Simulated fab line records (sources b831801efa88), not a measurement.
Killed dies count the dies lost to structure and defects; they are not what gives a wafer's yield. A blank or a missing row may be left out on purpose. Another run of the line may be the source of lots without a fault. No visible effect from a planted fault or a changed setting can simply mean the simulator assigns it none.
Matching of chambers || flow gf180mcu || GF_V4_CVD_02 on pecvd-04 has 3 sister chambers
The step deposits SiO2 from TEOS, target thk 850 nm, time 94.851 s. 3 wafers are shown with their chamber, then 12 later ones without.

== WAFERS PAIRED WITH THEIR CHAMBERS ==
{"wafer": "L090.4", "chamber": 1, "heater power w (W)": 679}
{"wafer": "L090.5", "chamber": 2, "heater power w (W)": 644}
{"wafer": "L090.6", "chamber": 0, "heater power w (W)": 516}

== WAFERS WITHOUT THEIR CHAMBER ==
{"wafer": "L092.1", "heater power w (W)": 697}
{"wafer": "L092.3", "heater power w (W)": 651}
{"wafer": "L092.5", "heater power w (W)": 535}
{"wafer": "L095.1", "heater power w (W)": 609}
{"wafer": "L095.3", "heater power w (W)": 702}
{"wafer": "L095.6", "heater power w (W)": 514}
{"wafer": "L097.1", "heater power w (W)": 646}
{"wafer": "L097.2", "heater power w (W)": 534}
{"wafer": "L097.3", "heater power w (W)": 535}
{"wafer": "L097.4", "heater power w (W)": 702}
{"wafer": "L097.5", "heater power w (W)": 581}
{"wafer": "L097.6", "heater power w (W)": 607}

== WHICH CHAMBER EACH WENT THROUGH ==
{"wafer": "L092.1", "from the rows above": "can't be placed: 1 or 2", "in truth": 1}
{"wafer": "L092.3", "from the rows above": "can't be placed: 2 or 1", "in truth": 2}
{"wafer": "L092.5", "from the rows above": 0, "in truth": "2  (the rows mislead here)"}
{"wafer": "L095.1", "from the rows above": "can't be placed: 2 or 1", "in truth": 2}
{"wafer": "L095.3", "from the rows above": "can't be placed: 1 or 2", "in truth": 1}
{"wafer": "L095.6", "from the rows above": 0, "in truth": 0}
{"wafer": "L097.1", "from the rows above": "can't be placed: 2 or 1", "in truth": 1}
{"wafer": "L097.2", "from the rows above": 0, "in truth": 0}
{"wafer": "L097.3", "from the rows above": 0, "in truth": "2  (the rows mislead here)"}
{"wafer": "L097.4", "from the rows above": "can't be placed: 1 or 2", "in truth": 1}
{"wafer": "L097.5", "from the rows above": "can't be placed: 2 or 0 or 1", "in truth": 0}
{"wafer": "L097.6", "from the rows above": "can't be placed: 2 or 1 or 0", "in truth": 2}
2 of 12 placed correctly. These rows do not allow placing 8 (true chamber among the candidates in 8). Wrongly placed: 2.
How it was worked out, from the rows above alone: a wafer's distance from a chamber is the root of the sum, over the readings, of the square of ((its reading less the chamber's mean) divided by the reading's scatter). If the next closest chamber is less than 2 further off than the closest, the wafer can't be placed; otherwise it belongs to the closest. A chamber's mean is the mean of its shown wafers. The scatter: with one shown wafer a chamber, the root of the mean of the squares of how far each hidden wafer lies from its nearest shown one.
